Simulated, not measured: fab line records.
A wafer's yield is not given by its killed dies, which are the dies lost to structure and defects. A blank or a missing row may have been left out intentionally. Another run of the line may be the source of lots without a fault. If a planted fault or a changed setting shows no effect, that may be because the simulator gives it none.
fab line records	flow gf180mcu
record: lots: 12	wafers: 36	last-day: 34
route steps=602 shown CONTACT@290 M1@329 V1@338
lots that met no fault: from a run of the same line without faults
start-h: hours from the record's first day to the start of the lot's first wafer shown	wait-h: how many hours have passed since the lot's step before this one	" identical to the entry in the row above	L1.1+2: several wafers, shown together as one row	- no value present, or no start provided	* or withheld: withheld	< > ~ a bound
route shown NAME@n: a module of which the file shows steps, and the number in the route of the first	usual: the fault-free wafers' mean and standard deviation	same: alike in all rows	chamber/n: place in a boat	sites: per-site readings	_std_site: their standard deviation	_edge_site: outer sites' mean less inner sites'	radius-mm: how far each site lies from the wafer's centre	mask NAME#n: copy n	behind: tool/chamber where the wafer was last shaped	hold: what put the lot on hold/how long, in hours/how the hold closed	device: the n, p or np transistor that did not switch	end of line: at the end of the route, the tests of the same wafers	a step without rows: its recipe alone	killed: at the first sort, the dies lost to defects and structure; wafer yield is something else	map: dies across one wafer; x = killed, . = not, _ = none there
set.NAME: the setting the step ran with; set.NAME@STEP: the setting that earlier step ran with	model.NAME: the simulator's own value behind a step, which no gauge read
the route's steps for a sample of lots (tables are steps, rows are wafers)
services: from which hour (start-h, from the record's first day; less than 0 if before it) a tool's chamber was out of use, for how many hours, and why
== steps ==
step: GF_CONTACT_THK_MEAS_03
recipe: reads: SiO2_of_CONTACT_CVD_02
usual: CONTACT_CVD_02_THK: 861/11
lot.wafer	tool	chamber	start-h	wait-h	CONTACT_CVD_02_THK[nm]
L593.2	film-metro-02	-	336.48	0.0	852
L593.5	"	-	"	"	862
L593.6	"	-	"	"	873
L594.3	film-metro-04	-	345.89	0.1	855
L594.4	"	-	"	"	862
L594.5	"	-	"	"	867
L596.1	film-metro-03	-	360.86	0.0	842
L596.5	"	-	"	"	859
L596.6	"	-	"	"	855
L597.1	film-metro-02	-	372.27	0.0	860
L597.3	"	-	"	"	858
L597.4	"	-	"	"	862
L598.1	film-metro-03	-	382.84	0.0	844
L598.3	"	-	"	"	855
L598.5	"	-	"	"	851
L606.1	film-metro-03	-	461.45	0.0	848
L606.2	"	-	"	"	852
L606.6	"	-	"	"	855
L609.1	film-metro-02	-	479.43	0.0	853
L609.4	"	-	"	"	859
L609.6	"	-	"	"	875
L610.4	film-metro-03	-	491.38	0.0	871
L610.5	"	-	"	"	880
L610.6	"	-	"	"	860
L611.1	film-metro-04	-	494.52	0.0	853
L611.2	"	-	"	"	853
L611.3	"	-	"	"	857
L613.2	film-metro-02	-	519.20	0.0	844
L613.4	"	-	"	"	865
L613.6	"	-	"	"	865
L615.1	film-metro-04	-	525.17	0.0	849
L615.3	"	-	"	"	854
L615.6	"	-	"	"	871
L616.2	film-metro-02	-	538.38	0.0	865
L616.3	"	-	"	"	867
L616.6	"	-	"	"	869
step: GF_CONTACT_CVD_24
recipe: material: W	target-thk-nm: 300	time-s: 90.339	temp-c: 400	pressure-torr: 40
usual: heater-power-w: 821/80
lot.wafer	tool	chamber	start-h	wait-h	heater-power-w
L593.2	cvd-w-02	1	358.66	0.0	912
L593.5	"	1	"	"	899
L593.6	"	0	"	"	864
L594.3	cvd-w-01	1	368.36	0.1	895
L594.4	"	0	"	"	776
L594.5	"	1	"	"	906
L596.1	cvd-w-02	1	383.71	0.0	900
L596.5	"	0	"	"	874
L596.6	"	1	"	"	883
L597.1	cvd-w-02	1	395.73	0.0	905
L597.3	"	0	"	"	857
L597.4	"	1	"	"	873
L598.1	cvd-w-02	1	406.79	0.0	908
L598.3	"	1	"	"	878
L598.5	"	0	"	"	875
L606.1	cvd-w-02	0	487.08	0.0	847
L606.2	"	1	"	"	896
L606.6	"	0	"	"	874
L609.1	cvd-w-02	1	504.16	0.0	906
L609.4	"	1	"	"	891
L609.6	"	1	"	"	908
L610.4	cvd-w-02	1	516.22	0.1	920
L610.5	"	1	"	"	904
L610.6	"	0	"	"	870
L611.1	cvd-w-01	1	519.44	0.0	829
L611.2	"	0	"	"	697
L611.3	"	1	"	"	851
L613.2	cvd-w-01	0	542.81	0.0	701
L613.4	"	0	"	"	717
L613.6	"	0	"	"	714
L615.1	cvd-w-02	0	548.67	0.0	843
L615.3	"	1	"	"	930
L615.6	"	0	"	"	887
L616.2	cvd-w-01	1	562.12	0.0	833
L616.3	"	0	"	"	713
L616.6	"	1	"	"	827
step: GF_CONTACT_RS_MEAS_25
recipe: thk-meas-gauge: four-point-probe	reads: W_of_CONTACT_CVD_24+TiN_of_CONTACT_SPUTTER_23+Ti_of_CONTACT_SPUTTER_22
usual: CONTACT_W_RS: 0.381/0.0068
lot.wafer	tool	chamber	start-h	wait-h	CONTACT_W_RS[ohm/sq]
L593.2	film-metro-03	-	358.78	0.1	0.385
L593.5	"	-	"	"	0.377
L593.6	"	-	"	"	0.383
L594.3	film-metro-03	-	368.50	0.1	0.367
L594.4	"	-	"	"	0.382
L594.5	"	-	"	"	0.367
L596.1	film-metro-04	-	383.81	0.1	0.383
L596.5	"	-	"	"	0.386
L596.6	"	-	"	"	0.386
L597.1	film-metro-04	-	395.83	0.1	0.377
L597.3	"	-	"	"	0.334
L597.4	"	-	"	"	0.381
L598.1	film-metro-03	-	406.89	0.1	0.382
L598.3	"	-	"	"	0.337
L598.5	"	-	"	"	0.388
L606.1	film-metro-02	-	487.18	0.1	0.382
L606.2	"	-	"	"	0.386
L606.6	"	-	"	"	0.385
L609.1	film-metro-03	-	504.26	0.1	0.382
L609.4	"	-	"	"	0.382
L609.6	"	-	"	"	0.387
L610.4	film-metro-04	-	516.34	0.1	0.388
L610.5	"	-	"	"	0.390
L610.6	"	-	"	"	0.393
L611.1	film-metro-04	-	519.54	0.1	0.370
L611.2	"	-	"	"	0.386
L611.3	"	-	"	"	0.372
L613.2	film-metro-02	-	542.93	0.1	0.382
L613.4	"	-	"	"	0.384
L613.6	"	-	"	"	0.384
L615.1	film-metro-03	-	548.77	0.1	0.388
L615.3	"	-	"	"	0.384
L615.6	"	-	"	"	0.388
L616.2	film-metro-04	-	562.24	0.1	0.381
L616.3	"	-	"	"	0.387
L616.6	"	-	"	"	0.377
step: GF_CONTACT_THK_MEAS_26
recipe: thk-meas-gauge: xrf	reads: W_of_CONTACT_CVD_24
usual: CONTACT_W_THK: 306/6.2
lot.wafer	tool	chamber	start-h	wait-h	CONTACT_W_THK[nm]
L593.2	film-metro-03	-	358.89	0.1	306
L593.5	"	-	"	"	308
L593.6	"	-	"	"	303
L594.3	film-metro-03	-	368.60	0.1	322
L594.4	"	-	"	"	308
L594.5	"	-	"	"	321
L596.1	film-metro-04	-	383.93	0.1	303
L596.5	"	-	"	"	299
L596.6	"	-	"	"	301
L597.1	film-metro-04	-	395.95	0.1	312
L597.3	"	-	"	"	351
L597.4	"	-	"	"	307
L598.1	film-metro-03	-	407.01	0.1	304
L598.3	"	-	"	"	343
L598.5	"	-	"	"	300
L606.1	film-metro-02	-	487.30	0.1	305
L606.2	"	-	"	"	302
L606.6	"	-	"	"	302
L609.1	film-metro-03	-	504.38	0.1	305
L609.4	"	-	"	"	306
L609.6	"	-	"	"	303
L610.4	film-metro-04	-	516.43	0.1	298
L610.5	"	-	"	"	297
L610.6	"	-	"	"	295
L611.1	film-metro-04	-	519.66	0.1	315
L611.2	"	-	"	"	300
L611.3	"	-	"	"	312
L613.2	film-metro-02	-	543.04	0.1	306
L613.4	"	-	"	"	303
L613.6	"	-	"	"	305
L615.1	film-metro-03	-	548.89	0.1	299
L615.3	"	-	"	"	302
L615.6	"	-	"	"	299
L616.2	film-metro-04	-	562.35	0.1	306
L616.3	"	-	"	"	301
L616.6	"	-	"	"	312
step: GF_CONTACT_CMP_27
recipe: stop-on: SiO2	down-force-psi: 3.5	platen-rpm: 60	t-overpolish-s: 15	target-thk-nm: 0	pad-velocity-m-s: 0.94248
usual: motor-current-A: 10.3/1.3	time-to-endpoint-s: 71.0/2.6
lot.wafer	tool	chamber	start-h	wait-h	motor-current-A	time-to-endpoint-s
L593.2	cmp-01	3	359.04	0.1	12.5	72.4
L593.6	"	1	"	"	11.7	69.9
L593.5	"	2	"	"	11.8	71.4
L594.4	cmp-02	1	368.69	0.1	8.5	70.2
L594.3	"	2	"	"	10.2	75.7
L594.5	"	0	"	"	11.2	73.9
L596.1	cmp-01	1	383.99	0.1	11.4	73.8
L596.6	"	1	"	"	10.5	72.8
L596.5	"	2	"	"	11.3	77.8
L597.3	cmp-02	1	396.06	0.1	8.4	81.9
L597.1	"	2	"	"	9.9	73.1
L597.4	"	3	"	"	9.6	72.4
L598.3	cmp-02	1	407.23	0.2	8.5	82.2
L598.1	"	2	"	"	10.3	73.5
L598.5	"	2	"	"	9.9	70.5
L606.2	cmp-02	0	487.46	0.1	11.1	66.2
L606.1	"	1	"	"	8.2	67.4
L606.6	"	2	"	"	10.3	67.6
L609.4	cmp-02	3	504.44	0.0	10.0	72.4
L609.1	"	1	"	"	8.0	70.2
L609.6	"	3	"	"	10.2	72.9
L610.4	cmp-02	3	516.61	0.2	10.0	74.4
L610.6	"	0	"	"	11.2	70.0
L610.5	"	1	"	"	8.1	71.9
L611.1	cmp-02	3	519.72	0.1	9.7	73.1
L611.3	"	0	"	"	11.3	75.0
L611.2	"	1	"	"	8.3	70.6
L613.2	cmp-02	1	543.11	0.1	8.5	70.0
L613.4	"	0	"	"	11.3	70.7
L613.6	"	1	"	"	8.6	69.9
L615.3	cmp-01	3	548.95	0.0	13.6	75.8
L615.1	"	1	"	"	11.0	70.4
L615.6	"	3	"	"	13.2	73.6
L616.2	cmp-02	3	562.50	0.1	10.3	72.0
L616.3	"	0	"	"	11.3	68.6
L616.6	"	2	"	"	10.2	69.1
step: GF_M1_CD_MEAS_14
recipe: target-cd-nm: 230
usual: cd-nm: 229.9/1.3
lot.wafer	tool	chamber	start-h	wait-h	cd-nm
L593.2	cd-sem-01	-	381.35	0.1	228.6
L593.5	"	-	"	"	228.4
L593.6	"	-	"	"	227.9
L594.3	cd-sem-01	-	392.11	0.1	231.6
L594.4	"	-	"	"	231.3
L594.5	"	-	"	"	232.3
L596.1	cd-sem-01	-	407.52	0.1	230.2
L596.5	"	-	"	"	231.6
L596.6	"	-	"	"	231.0
L597.1	cd-sem-01	-	420.87	0.1	232.1
L597.3	"	-	"	"	231.5
L597.4	"	-	"	"	231.2
L598.1	cd-sem-01	-	431.87	0.1	230.2
L598.3	"	-	"	"	230.9
L598.5	"	-	"	"	231.7
L606.1	cd-sem-01	-	511.18	0.1	231.0
L606.2	"	-	"	"	230.4
L606.6	"	-	"	"	230.8
L609.1	cd-sem-02	-	528.37	0.1	228.6
L609.4	"	-	"	"	228.0
L609.6	"	-	"	"	227.4
L610.4	cd-sem-01	-	539.84	0.2	230.0
L610.5	"	-	"	"	230.1
L610.6	"	-	"	"	231.0
L611.1	cd-sem-01	-	542.98	0.1	232.1
L611.2	"	-	"	"	233.0
L611.3	"	-	"	"	232.8
L613.2	cd-sem-02	-	565.90	0.1	228.4
L613.4	"	-	"	"	229.5
L613.6	"	-	"	"	229.2
L615.1	cd-sem-01	-	571.14	0.1	228.8
L615.3	"	-	"	"	229.9
L615.6	"	-	"	"	228.3
L616.2	cd-sem-02	-	584.34	0.1	228.9
L616.3	"	-	"	"	231.0
L616.6	"	-	"	"	229.4
step: GF_V1_THK_MEAS_03
recipe: reads: SiO2_of_V1_CVD_02
usual: V1_CVD_02_THK: 851/11
lot.wafer	tool	chamber	start-h	wait-h	V1_CVD_02_THK[nm]
L593.2	film-metro-03	-	382.36	0.0	851
L593.5	"	-	"	"	854
L593.6	"	-	"	"	873
L594.3	film-metro-03	-	393.11	0.1	857
L594.4	"	-	"	"	873
L594.5	"	-	"	"	870
L596.1	film-metro-02	-	408.54	0.0	839
L596.5	"	-	"	"	856
L596.6	"	-	"	"	857
L597.1	film-metro-02	-	421.92	0.0	852
L597.3	"	-	"	"	847
L597.4	"	-	"	"	873
L598.1	film-metro-01	-	432.90	0.0	854
L598.3	"	-	"	"	851
L598.5	"	-	"	"	855
L606.1	film-metro-02	-	512.20	0.0	839
L606.2	"	-	"	"	851
L606.6	"	-	"	"	859
L609.1	film-metro-02	-	529.52	0.0	841
L609.4	"	-	"	"	852
L609.6	"	-	"	"	859
L610.4	film-metro-01	-	540.85	0.0	860
L610.5	"	-	"	"	854
L610.6	"	-	"	"	855
L611.1	film-metro-03	-	544.01	0.0	849
L611.2	"	-	"	"	846
L611.3	"	-	"	"	839
L613.2	film-metro-03	-	566.91	0.0	846
L613.4	"	-	"	"	847
L613.6	"	-	"	"	857
L615.1	film-metro-01	-	572.19	0.0	854
L615.3	"	-	"	"	850
L615.6	"	-	"	"	848
L616.2	film-metro-01	-	585.41	0.0	833
L616.3	"	-	"	"	830
L616.6	"	-	"	"	845
== services ==
tool	chamber	start-h	hours	kind
cvd-w-01	-	338.42	6.0	pm
cvd-w-01	1	344.55	14.1	repair
cvd-w-02	-	365.97	6.9	pm
cmp-01	-	369.61	2.0	repair
cmp-01	-	377.53	1.1	repair
cvd-w-01	-	378.65	2.8	pm
cvd-w-02	-	387.33	2.8	pm
cvd-w-01	-	390.00	14.0	pm
cvd-w-01	0	390.00	14.0	vent-cycle
cvd-w-01	1	390.00	14.0	vent-cycle
cvd-w-01	-	391.99	0.6	repair
cvd-w-01	0	404.00	-	clean
cvd-w-01	1	404.00	-	clean
cmp-01	-	404.17	4.0	pm
cmp-01	-	408.17	-	consumable-replace:conditioner
cmp-01	-	408.17	-	consumable-replace:pad
cmp-01	-	419.02	2.0	repair
cvd-w-01	1	420.58	2.6	repair
cmp-01	-	486.87	0.6	repair
cvd-w-02	0	492.50	4.9	repair
cmp-02	-	520.70	6.5	pm
cmp-02	-	527.49	10.8	pm
cmp-02	-	538.98	1.6	repair
cmp-01	-	540.60	4.4	pm
== key ==
first-sign: step: GF_CONTACT_RS_MEAS_25	reading: CONTACT_W_RS	direction: down	sigmas: 6.8	usual: 0.381	struck: 0.335
effect: step: GF_CONTACT_THK_MEAS_26	reading: CONTACT_W_THK	direction: up	sigmas: 6.6	usual: 306	struck: 347
effect: step: GF_CONTACT_CMP_27	reading: time-to-endpoint-s	direction: up	sigmas: 4.3	usual: *	struck: *
met-at GF_CONTACT_CVD_24
struck-lots L597,L598
struck-wafers L597.3,L598.3
tester-left-out L597,L598
not-acting-at GF_CONTACT_THK_MEAS_03,GF_M1_CD_MEAS_14,GF_V1_THK_MEAS_03
onset-between 383.71 395.73
fault: kind: process-parameter-drift	tool: cvd-w-02	chamber: -	onset-h: 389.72	steps: GF_CONTACT_CVD_24	channel: target-thk-nm	offset: 43.937	shape: step	end-h: 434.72	scope: struck-wafers-only	acts-in: these-recipes-only	stated: 300
tester-left-out: of these lots the tester's yield and bins aren't shown, on N5 and GAA mostly nor the transistor test; their killed dies are dies lost to structure and defects alone, not to doping, threshold or leakage, so they don't give the yield
